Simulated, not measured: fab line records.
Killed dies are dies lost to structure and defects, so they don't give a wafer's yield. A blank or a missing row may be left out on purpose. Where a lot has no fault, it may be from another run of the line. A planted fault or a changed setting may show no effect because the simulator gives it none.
8D (eight disciplines) problem report, filled in by code	flow gf180mcu	the parts of the form that need people (team, actions taken, sign-off) are left out

1. THE PROBLEM
Wafers free of any fault read 46.09 ohm/sq (standard deviation 0.08) for NSD_RS at GF_PSD_RS_MEAS_14, against a mean of 46.91 ohm/sq on 6 wafers of 2 lots. Measured from the usual mean, that is +10 standard deviations.
The step: measures by four-point-probe.
The first sign was on wafer L928.3 at day 17 07:41, on film_metro-04. Wafers with a number at this step in the record: 36, from 12 lots. Rule for "out" (also "out of limits"): further than 4 standard deviations from the usual mean. All remaining wafers that have a number are taken as sound.

2. WHAT IT IS, AND WHAT IT ISN'T
question	is	is not
which readings at this step	NSD_RS	-
which lots	L928, L929	L920, L923, L926, L934, L936, L938, L939, L940, L941, L942
which wafers of those lots	all that have a number	-
read on which gauges	film_metro-02, film_metro-04	film_metro-01
when	from day 17 07:41	up to then (9 sound wafers); but 21 sound wafers of L934, L936, L938, L939, L940, L941, L942 came after

3. THE SUSPECTS, EACH WITH WHAT RULES IT OUT
Counting: a tool at any process step up to the reading remains a suspect when it ran all the lots that are out and ran no sound lot after the first of those.
- the gauge at GF_PSD_RS_MEAS_14 has been ruled out. 2 gauges (film_metro-02, film_metro-04) read the wafers that are out.
- implanter-04 at GF_NSD_IMPLANT_09: ruled out as a lasting fault. Sound lots L938, L939, L940, L941, L942 ran on it after its first lot that is out, L928 (day 16 08:46).
- plasma_asher-01 at GF_NSD_STRIP_11 (strips in O2/N2): kept. All lots that are out passed through it, beginning with L928 at day 16 09:02, and no sound lot followed; its final sound lot before that point was L926 at day 15 17:34. Its own strip_time_to_endpoint_s readings are out on those wafers.
The count leaves plasma_asher-01 at GF_NSD_STRIP_11.

4. THE CAUSE (what the simulator had put in)
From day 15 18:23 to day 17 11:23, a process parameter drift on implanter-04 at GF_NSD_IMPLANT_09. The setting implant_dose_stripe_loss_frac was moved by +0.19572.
Counting ruled it out, wrongly: the rule takes a fault to strike every lot that its tool runs from its start on, and this one did not.

5. SEQUENCE OF EFFECTS, ordered by route
Each row: a reading whose mean over the struck wafers that have a number lies more than 3 standard deviations from the usual. Readings are gone through only where the record gives a usual standard deviation; hours: the median, over the lots, of the time from a lot's start at the first step in this table giving one to that lot's start at this step; sigmas: the change measured in usual standard deviations.
hours	step	reading	usual	on struck wafers	change	sigmas
0	GF_NSD_STRIP_11	strip_time_to_endpoint_s	22.96 s	22.36	-0.60	-15
23	GF_PSD_RS_MEAS_14	NSD_RS	46.09 ohm/sq	46.91	+0.82	+10
Its process steps:
- GF_NSD_STRIP_11: strips in O2/N2.

6. WHAT WOULD HAVE CAUGHT IT SOONER
Counted from the fault's start at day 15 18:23, it took 37 hours until the first out-of-limits reading at a measuring or inspecting step in this record, taken at day 17 07:41.
An alarm limit of 4 standard deviations would not have fired on the tool readings at GF_NSD_IMPLANT_09 for which the record gives a usual standard deviation, since none of them was out on any struck wafer.
